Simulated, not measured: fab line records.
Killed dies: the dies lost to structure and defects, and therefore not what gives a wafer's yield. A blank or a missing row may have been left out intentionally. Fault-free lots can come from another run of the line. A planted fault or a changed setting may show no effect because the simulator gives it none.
fab line records -- flow sky130
record: lots: 10, wafers: 29, last-day: 50
route steps=708 shown POLY_GATE@231 VIA1@472 METAL2@486 METAL3@533 PAD_OPEN@708
lots that met no fault: from a run of the same line without faults
start-h: hours from the record's opening day to when the first of the lot's shown wafers began -- wait-h: hours from the lot's prior step to this one -- " the same as in the row above -- L1.1+2: one row covering several wafers at once -- - value missing, or start not given -- * or withheld: withheld -- < > ~ a bound
route shown NAME@n: NAME is a module with steps in the file, n the number in the route of the first one -- usual: mean/standard deviation of fault-free wafers -- same: alike in all rows -- chamber/n: place in a boat -- sites: per-site readings -- _std_site: standard deviation across them -- _edge_site: outer sites' mean less inner sites' -- radius-mm: for every site, how far away it sits from the centre of the wafer -- mask NAME#n: copy n -- behind: the tool/chamber that last shaped the wafer -- hold: what put the lot on hold/how long, in hours/how the hold closed -- device: which transistor (n, p or np) failed to switch -- end of line: at the end of the route, the tests of the same wafers -- a step given without rows: its recipe and nothing more -- killed: count of dies lost to structure and defects at first sort (not the wafer's yield) -- map: per-die view of a wafer (x killed, . not killed, _ where there is no die)
set.NAME: setting as actually run; set.NAME@STEP: the setting as run at that earlier step -- model.NAME: the simulator's own value behind a step, which no gauge read
steps of the route over a sample of lots; a table a step, a row a wafer
services: from which hour (start-h, from the record's first day; less than 0 if before it) a tool's chamber was out of use, for how many hours, and why
== steps ==
step: SKY_POLY_GATE_ETCH_17
recipe: target-depth-nm: 180, stop-on: SiO2, over-etch-frac: 0.56667, chemistry: HBr/Cl2, target: poly-Si, icp-w: 400, bias-w: 100, pressure-mtorr: 10, HBr_flow_sccm: 150, Cl2_flow_sccm: 50, time-s: 70.5
usual: drypump-motor-current-A: 5.5/0.62, he-backside-leak-sccm: 2.7/0.46, oes-product-au: 0.988/0.0062, throttle-valve-pct: 33.684/0.0096
lot.wafer,tool,chamber,start-h,wait-h,drypump-motor-current-A,he-backside-leak-sccm,oes-product-au,rf-hours-counter-h,throttle-valve-pct
L819.1,rie-si-01,1,360.62,0.0,6.5,2.3,0.987,4,33.669
L819.2,rie-si-01,0,360.62,0.0,6.5,2.8,0.992,57,33.696
L819.3,rie-si-01,3,360.62,0.0,5.3,2.5,0.990,2,33.684
L820.1,rie-si-02,1,376.74,0.0,5.2,3.0,0.992,2,33.678
L820.2,rie-si-02,2,376.74,0.0,5.0,2.8,0.995,33,33.695
L820.6,rie-si-02,0,376.74,0.0,5.4,2.6,0.997,-,33.695
L821.2,rie-si-02,1,390.54,0.0,5.2,2.9,0.987,3,33.695
L821.3,rie-si-02,2,390.54,0.0,5.0,2.7,1.001,33,33.676
L821.5,rie-si-02,1,390.54,0.0,5.2,2.8,0.997,-,33.681
L829.1,rie-si-01,2,461.79,0.0,5.1,2.9,0.989,0,33.692
L829.4,rie-si-01,1,461.79,0.0,6.5,2.2,0.996,5,33.688
L829.6,rie-si-01,1,461.79,0.0,6.5,2.3,0.989,-,33.692
L833.4,rie-si-02,1,495.76,0.0,5.2,3.0,0.984,3,33.686
L833.5,rie-si-02,2,495.76,0.0,5.0,2.9,0.986,-,33.670
L837.1,rie-si-02,1,541.41,0.0,5.2,3.0,0.992,3,33.686
L837.5,rie-si-02,0,541.41,0.0,5.4,2.5,0.984,-,33.697
L837.6,rie-si-02,3,541.41,0.0,4.9,2.5,0.988,-,33.680
L838.1,rie-si-01,1,543.44,0.0,6.5,2.3,0.981,6,33.688
L838.2,rie-si-01,0,543.44,0.0,6.5,2.8,0.972,0,33.677
L838.4,rie-si-01,2,543.44,0.0,5.1,2.8,0.986,0,33.694
L840.2,rie-si-02,2,551.81,0.0,5.0,3.6,0.976,34,33.690
L840.5,rie-si-02,1,551.81,0.0,5.2,3.0,0.980,-,33.663
L840.6,rie-si-02,2,551.81,0.0,5.0,2.6,0.989,-,33.699
L841.1,rie-si-02,1,564.01,0.0,5.2,3.0,0.983,4,33.675
L841.2,rie-si-02,2,564.01,0.0,5.0,2.9,0.988,34,33.681
L841.5,rie-si-02,2,564.01,0.0,5.0,2.7,0.977,-,33.693
L842.2,rie-si-01,2,566.87,0.0,5.1,3.2,0.984,1,33.678
L842.3,rie-si-01,3,566.87,0.0,5.3,2.2,0.995,4,33.702
L842.5,rie-si-01,1,566.87,0.0,6.5,2.3,0.992,-,33.675
step: SKY_VIA1_ETCH_14
recipe: chemistry: N2/H2, target: BARC, ion-energy-ev: 200, source-w: 500, bias-w: 100, pressure-mtorr: 30, n2-flow-sccm: 100, h2-flow-sccm: 200, stop-on: SiO2, time-s: 45.9, target-depth-a: 600
usual: drypump-motor-current-A: 5.8/0.48, oes-product-au: 0.855/0.0043, throttle-valve-pct: 13.224/0.0082
lot.wafer,tool,chamber,start-h,wait-h,drypump-motor-current-A,oes-product-au,rf-hours-counter-h,throttle-valve-pct
L819.1,rie-diel-02,3,782.64,0.0,5.6,0.848,11,13.233
L819.2,rie-diel-02,1,782.64,0.0,5.0,0.859,9,13.219
L819.3,rie-diel-02,2,782.64,0.0,5.7,0.862,14,13.236
L820.1,rie-diel-01,3,795.03,0.0,6.1,0.857,8,13.212
L820.2,rie-diel-01,0,795.03,0.0,6.0,0.853,10,13.228
L820.6,rie-diel-01,2,795.03,0.0,5.7,0.858,-,13.226
L821.2,rie-diel-02,3,835.11,0.0,5.6,0.852,12,13.235
L821.3,rie-diel-02,0,835.11,0.0,5.7,0.855,4,13.224
L821.5,rie-diel-02,2,835.11,0.0,5.7,0.854,-,13.227
L829.1,rie-diel-02,3,868.53,0.0,5.5,0.862,14,13.218
L829.4,rie-diel-02,0,868.53,0.0,5.7,0.849,-,13.234
L829.6,rie-diel-02,1,868.53,0.0,4.9,0.853,-,13.231
L833.4,rie-diel-02,0,899.22,0.0,5.7,0.846,-,13.225
L833.5,rie-diel-02,3,899.22,0.0,5.5,0.855,-,13.223
L837.1,rie-diel-01,0,933.75,0.0,6.0,0.858,13,13.219
L837.5,rie-diel-01,0,933.75,0.0,6.0,0.858,-,13.240
L837.6,rie-diel-01,3,933.75,0.0,6.1,0.858,-,13.226
L838.1,rie-diel-01,3,938.06,0.0,6.1,0.858,12,13.224
L838.2,rie-diel-01,0,938.06,0.0,6.0,0.850,13,13.216
L838.4,rie-diel-01,2,938.06,0.0,5.7,0.858,-,13.245
L840.2,rie-diel-04,2,944.86,0.0,5.7,0.858,14,13.221
L840.5,rie-diel-04,3,944.86,0.0,6.6,0.860,-,13.238
L840.6,rie-diel-04,0,944.86,0.0,6.4,0.856,-,13.222
L841.1,rie-diel-02,1,950.66,0.0,5.0,0.859,16,13.221
L841.2,rie-diel-02,0,950.66,0.0,5.8,0.855,10,13.228
L841.5,rie-diel-02,1,950.66,0.0,5.0,0.861,-,13.224
L842.2,rie-diel-01,2,955.83,0.0,5.7,0.858,12,13.224
L842.3,rie-diel-01,3,955.83,0.0,6.1,0.856,13,13.223
L842.5,rie-diel-01,3,955.83,0.0,6.1,0.846,-,13.227
step: SKY_VIA1_STRIP_16
recipe: chemistry: O2/N2, power-w: 1400, pressure-mtorr: 1500, platen-temp-c: withheld, o2-flow-sccm: 3000, n2-flow-sccm: 300, overash-fraction: 0.5
usual: drypump-motor-current-A: 5.7/0.54, oes-product-au: 0.417/0.0047, strip-time-to-endpoint-s: 4.475/0.02
lot.wafer,tool,chamber,start-h,wait-h,drypump-motor-current-A,oes-product-au,rf-hours-counter-h,strip-time-to-endpoint-s
L819.1,plasma-asher-04,0,782.73,0.0,6.1,0.414,98,4.496
L819.2,plasma-asher-04,1,782.73,0.0,5.2,0.424,98,4.501
L819.3,plasma-asher-04,0,782.73,0.0,6.1,0.421,-,4.444
L820.1,plasma-asher-02,0,795.12,0.0,6.1,0.418,36,4.474
L820.2,plasma-asher-02,1,795.12,0.0,5.2,0.420,36,4.487
L820.6,plasma-asher-02,1,795.12,0.0,5.1,0.414,-,4.473
L821.2,plasma-asher-02,0,835.20,0.0,6.1,0.421,40,4.501
L821.3,plasma-asher-02,0,835.20,0.0,6.0,0.416,-,4.486
L821.5,plasma-asher-02,0,835.20,0.0,6.0,0.419,-,4.466
L829.1,plasma-asher-01,1,868.62,0.0,6.6,0.415,12,4.480
L829.4,plasma-asher-01,1,868.62,0.0,6.6,0.419,-,4.588
L829.6,plasma-asher-01,0,868.62,0.0,5.3,0.413,-,4.485
L833.4,plasma-asher-01,0,899.32,0.0,5.3,0.422,-,4.563
L833.5,plasma-asher-01,0,899.32,0.0,5.3,0.419,-,4.456
L837.1,plasma-asher-04,0,933.83,0.0,6.1,0.420,113,4.487
L837.5,plasma-asher-04,0,933.83,0.0,6.1,0.416,-,4.502
L837.6,plasma-asher-04,1,933.83,0.0,5.2,0.418,-,4.477
L838.1,plasma-asher-04,1,938.15,0.0,5.2,0.418,114,4.483
L838.2,plasma-asher-04,0,938.15,0.0,6.1,0.413,114,4.481
L838.4,plasma-asher-04,1,938.15,0.0,5.2,0.416,-,4.459
L840.2,plasma-asher-04,0,944.95,0.0,6.1,0.425,115,4.488
L840.5,plasma-asher-04,0,944.95,0.0,6.2,0.418,-,4.451
L840.6,plasma-asher-04,1,944.95,0.0,5.1,0.418,-,4.443
L841.1,plasma-asher-04,0,950.75,0.0,6.1,0.420,115,4.515
L841.2,plasma-asher-04,1,950.75,0.0,5.2,0.417,115,4.477
L841.5,plasma-asher-04,0,950.75,0.0,6.1,0.416,-,4.494
L842.2,plasma-asher-02,1,955.92,0.0,5.1,0.414,52,4.446
L842.3,plasma-asher-02,1,955.92,0.0,5.1,0.414,-,4.444
L842.5,plasma-asher-02,1,955.92,0.0,5.1,0.417,-,4.448
step: SKY_METAL2_SPUTTER_03
recipe: material: Ti, target-thk-nm: 5, power-w: 3000, time-s: 3.3, chamber-pressure-pa: 0.4
usual: cathode-dc-power-W: 3000.0/0.56, throttle-valve-pct: 30.0/1.2
lot.wafer,tool,chamber,start-h,wait-h,cathode-dc-power-W,throttle-valve-pct
L819.1,pvd-sputter-04,-,784.12,0.0,3000.1,30.5
L819.2,pvd-sputter-04,-,784.12,0.0,2999.7,32.2
L819.3,pvd-sputter-04,-,784.12,0.0,3000.1,31.3
L820.1,pvd-sputter-02,-,796.48,0.0,3000.0,29.4
L820.2,pvd-sputter-02,-,796.48,0.0,2999.0,28.4
L820.6,pvd-sputter-02,-,796.48,0.0,3001.0,29.8
L821.2,pvd-sputter-03,-,836.85,0.0,3000.5,29.6
L821.3,pvd-sputter-03,-,836.85,0.0,3000.3,28.6
L821.5,pvd-sputter-03,-,836.85,0.0,2999.4,29.3
L829.1,pvd-sputter-04,-,869.92,0.0,2999.9,28.7
L829.4,pvd-sputter-04,-,869.92,0.0,3000.0,30.3
L829.6,pvd-sputter-04,-,869.92,0.0,2999.9,28.4
L833.4,pvd-sputter-04,-,900.68,0.0,3001.4,30.2
L833.5,pvd-sputter-04,-,900.68,0.0,2999.9,32.4
L837.1,pvd-sputter-03,-,935.17,0.0,3000.3,29.4
L837.5,pvd-sputter-03,-,935.17,0.0,2999.8,29.6
L837.6,pvd-sputter-03,-,935.17,0.0,2999.8,28.9
L838.1,pvd-sputter-03,-,939.58,0.0,2999.0,30.4
L838.2,pvd-sputter-03,-,939.58,0.0,2999.0,29.4
L838.4,pvd-sputter-03,-,939.58,0.0,3000.6,28.6
L840.2,pvd-sputter-02,-,946.26,0.0,2999.8,31.4
L840.5,pvd-sputter-02,-,946.26,0.0,2999.7,29.5
L840.6,pvd-sputter-02,-,946.26,0.0,2999.6,28.7
L841.1,pvd-sputter-04,-,952.08,0.0,3000.0,30.3
L841.2,pvd-sputter-04,-,952.08,0.0,2999.6,28.5
L841.5,pvd-sputter-04,-,952.08,0.0,3000.4,31.4
L842.2,pvd-sputter-02,-,957.28,0.0,2999.4,28.7
L842.3,pvd-sputter-02,-,957.28,0.0,3000.9,31.2
L842.5,pvd-sputter-02,-,957.28,0.0,3000.5,31.1
step: SKY_METAL3_SPUTTER_01
recipe: material: TiN, target-thk-nm: 20, power-w: 6500, time-s: 16.7, chamber-pressure-pa: 0.4
usual: cathode-dc-power-W: 6500.0/1.3, throttle-valve-pct: 30.3/0.99
lot.wafer,tool,chamber,start-h,wait-h,cathode-dc-power-W,throttle-valve-pct
L819.1,pvd-sputter-01,-,839.80,0.0,6499.4,30.2
L819.2,pvd-sputter-01,-,839.80,0.0,6498.8,30.1
L819.3,pvd-sputter-01,-,839.80,0.0,6500.9,29.9
L820.1,pvd-sputter-01,-,852.02,0.0,6499.8,29.9
L820.2,pvd-sputter-01,-,852.02,0.0,6499.2,30.1
L820.6,pvd-sputter-01,-,852.02,0.0,6500.6,31.1
L821.2,pvd-sputter-04,-,891.97,0.0,6501.0,31.0
L821.3,pvd-sputter-04,-,891.97,0.0,6499.1,28.6
L821.5,pvd-sputter-04,-,891.97,0.0,6500.1,28.3
L829.1,pvd-sputter-01,-,924.10,0.0,6500.5,30.2
L829.4,pvd-sputter-01,-,924.10,0.0,6498.8,30.9
L829.6,pvd-sputter-01,-,924.10,0.0,6499.2,31.1
L833.4,pvd-sputter-01,-,951.71,0.0,6500.1,30.2
L833.5,pvd-sputter-01,-,951.71,0.0,6498.0,30.0
L837.1,pvd-sputter-01,-,985.96,0.0,6501.2,31.3
L837.5,pvd-sputter-01,-,985.96,0.0,6499.9,30.9
L837.6,pvd-sputter-01,-,985.96,0.0,6499.7,29.8
L838.1,pvd-sputter-01,-,990.15,0.0,6502.9,29.8
L838.2,pvd-sputter-01,-,990.15,0.0,6501.5,30.2
L838.4,pvd-sputter-01,-,990.15,0.0,6498.0,30.4
L840.2,pvd-sputter-01,-,996.66,0.0,6500.9,30.7
L840.5,pvd-sputter-01,-,996.66,0.0,6500.4,30.2
L840.6,pvd-sputter-01,-,996.66,0.0,6501.6,30.3
L841.1,pvd-sputter-01,-,1001.43,0.0,6502.2,30.2
L841.2,pvd-sputter-01,-,1001.43,0.0,6501.2,30.9
L841.5,pvd-sputter-01,-,1001.43,0.0,6498.5,30.4
L842.2,pvd-sputter-04,-,1006.77,0.0,6501.3,31.3
L842.3,pvd-sputter-04,-,1006.77,0.0,6498.4,28.8
L842.5,pvd-sputter-04,-,1006.77,0.0,6500.5,32.4
step: SKY_PAD_OPEN_PROBE_99
usual: defect-limited-yield: 82.7/2.1, killed_at_M0_to_M3: 43/7.2, killed_at_M4_up: 3.3/1.8, killed-at-contacts: 23/5.5, killed-at-front-end: 16/5.1, killed-at-other: 0.4/0.65, killed-dies: 85/10, killed-open: 46/7.1, killed-short: 38/7.2, sort_bin_3_pad_short: 0.9/0.41, sort_bin_5_function: 10.2/1.5, sort_bin_6_memory: 6.2/1.1, sort-n-pass: 407/10, sort-yield-pct: 82.7/2.1
same: gross-dies: 492, killed-at-back-side: 0, sort_bin_4_leakage[%]: 0, sort_bin_8_speed[%]: 0
lot.wafer,tool,chamber,start-h,wait-h,defect-limited-yield[%],killed_at_M0_to_M3,killed_at_M4_up,killed-at-contacts,killed-at-front-end,killed-at-other,killed-dies,killed-open,killed-short,sort_bin_3_pad_short[%],sort_bin_5_function[%],sort_bin_6_memory[%],sort-n-pass,sort-yield-pct[%]
L829.4,prober-01,-,1135.74,0.2,84.3,37,2,30,8,0,77,44,31,0.8,8.9,5.9,415,84.3
L833.4,prober-01,-,1155.94,0.2,80.5,45,1,38,11,1,96,54,41,2.0,11.4,6.1,396,80.5
killed by level:class
L829.4 CONTACT:geometric-particle:open=14 VIA1:geometric-particle:open=11 LI_CONTACT:geometric-particle:open=7 METAL2:geometric-particle:short=5 LI_CONTACT:geometric-particle:short=4 VIA1:geometric-particle:short=4 VIA2:geometric-particle:short=4 VIA3:geometric-particle:open=4
L833.4 CONTACT:geometric-particle:open=17 VIA1:geometric-particle:open=11 LI_CONTACT:geometric-particle:open=9 VIA3:geometric-particle:open=7 FIELD_ISO:geometric-particle:short=5 LOCAL_INTERCONNECT:geometric-particle:short=5 VIA2:geometric-particle:open=5 CONTACT:geometric-particle:short=4
== services ==
tool,chamber,start-h,hours,kind
rie-si-02,-,419.56,2.9,repair
pvd-sputter-04,-,462.49,1.0,repair
rie-si-02,-,467.60,15.6,pm
pvd-sputter-01,-,507.59,6.3,repair
plasma-asher-04,-,512.30,10.2,repair
pvd-sputter-04,-,520.59,2.7,repair
pvd-sputter-04,-,529.34,2.4,repair
rie-si-02,1,543.27,4.2,repair
plasma-asher-04,-,583.52,2.7,repair
plasma-asher-04,-,584.69,3.2,repair
pvd-sputter-04,-,599.15,6.5,repair
rie-si-02,0,604.69,1.9,repair
pvd-sputter-04,-,617.43,1.1,repair
pvd-sputter-01,-,648.31,5.5,repair
pvd-sputter-01,-,680.30,3.0,repair
plasma-asher-04,-,714.39,14.6,pm
rie-si-02,0,825.83,2.4,repair
pvd-sputter-01,-,844.08,1.8,repair
pvd-sputter-04,-,849.94,0.6,repair
rie-si-02,-,860.48,2.8,pm
pvd-sputter-01,-,937.51,8.1,repair
rie-si-02,-,958.37,28.1,pm
pvd-sputter-04,-,977.48,24.5,repair
rie-si-02,2,1004.68,6.6,repair
== key ==
first-sign: step: SKY_VIA1_STRIP_16, reading: strip-time-to-endpoint-s, direction: up, sigmas: 5, usual: *, struck: *
effect none on later readings
met-at SKY_VIA1_ETCH_14
struck-lots L829,L833
struck-wafers L829.4,L833.4
not-acting-at SKY_POLY_GATE_ETCH_17,SKY_METAL2_SPUTTER_03,SKY_METAL3_SPUTTER_01
onset-between 835.11 868.53
fault: kind: process-parameter-drift, tool: rie-diel-02, chamber: -, onset-h: 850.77, steps: SKY_VIA1_ETCH_14, channel: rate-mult, offset: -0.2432, shape: step, end-h: 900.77, scope: struck-wafers-only
